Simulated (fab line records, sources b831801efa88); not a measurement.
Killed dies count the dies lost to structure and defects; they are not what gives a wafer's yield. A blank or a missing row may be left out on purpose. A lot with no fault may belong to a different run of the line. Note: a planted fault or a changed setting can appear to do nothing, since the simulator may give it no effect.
2 desks looking at one fault -- flow gf180mcu -- every desk sees just its own numbers, and what lay behind them comes last

FROM THE METROLOGY DESK
Lot by lot, what the gauges showed, no matter which tool ran the lot: averages of those sampled wafers that carry a number. Marked OUT: a lot whose mean sits more than 4 standard deviations from the usual mean, which makes it out of limits; the brackets give that distance.
Columns: A = V3_CVD_02_THK at GF_V3_THK_MEAS_03, usual 842 nm; B = V3_W_THK at GF_V3_THK_MEAS_25, usual 353 nm; C = M4_ALCU_RS at GF_M4_RS_MEAS_05, usual 0.0695 ohm/sq; D = M4_ALCU_THK at GF_M4_THK_MEAS_06, usual 444 nm
lot,first seen here,A,B,C,D
L876,day 22 03:22,826,357,0.0688,450
L878,day 22 17:20,832,353,0.0694,444
L879,day 22 20:11,843,354,0.0695,445
L881,day 23 13:11,845,359,0.0690,446
L880,day 23 13:39,856,354,0.0695,443
L882,day 24 00:32,847,352,0.0704,440
L884,day 24 12:43,856,360,0.0687,450
L885,day 24 20:18,852,350,0.0690,446
L889,day 26 07:34,847,353,0.0716,433
L892,day 27 03:28,838,356,0.1905 (+99 or more) OUT,167 (-43) OUT
L894,day 27 19:43,836,350,0.1995 (+99 or more) OUT,160 (-44) OUT
L897,day 28 17:26,842,355,0.0685,450
This desk's finding: out of limits on L892, L894; first on L892, day 28 01:11 (M4_ALCU_RS at GF_M4_RS_MEAS_05). In limits: L876, L878, L879, L881, L880, L882, L884, L885, L889, L897.

DESK OF THE TOOL OWNER: pvd sputter-03
The tool's own readings at GF_M4_SPUTTER_02 (material AlCu, target thk 450 nm, time 23.9 s): means of the sampled wafers that have a number, for each lot that ran on this tool. Marked OUT: a lot whose mean sits more than 4 standard deviations from the usual mean, which makes it out of limits; the brackets give that distance.
Columns: A = throttle valve pct at GF_M4_SPUTTER_02, usual 30.4 %
lot,first seen here,A
L876,day 23 03:58,29.8
L878,day 23 18:22,30.5
L881,day 24 12:53,30.1
L892,day 28 01:05,30.4
L894,day 28 17:26,30.4
Result from this desk: across the 5 lots, nothing is out of limits.

TAKEN TOGETHER
L892, L894 would have let the metrology desk raise an alarm at day 28 01:11.
The tool owner's desk saw nothing out of limits.
Tool owner's desk: L892, L894 on record, inside its limits.
Of the lots named, all ran GF_M4_SPUTTER_02 on pvd sputter-03.

WHAT THE SIMULATOR PUT IN
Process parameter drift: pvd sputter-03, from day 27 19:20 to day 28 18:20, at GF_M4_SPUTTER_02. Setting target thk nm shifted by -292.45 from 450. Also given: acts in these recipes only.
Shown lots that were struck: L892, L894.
Delay in hours, fault start to first out-of-limits reading, per desk: metrology desk 6.
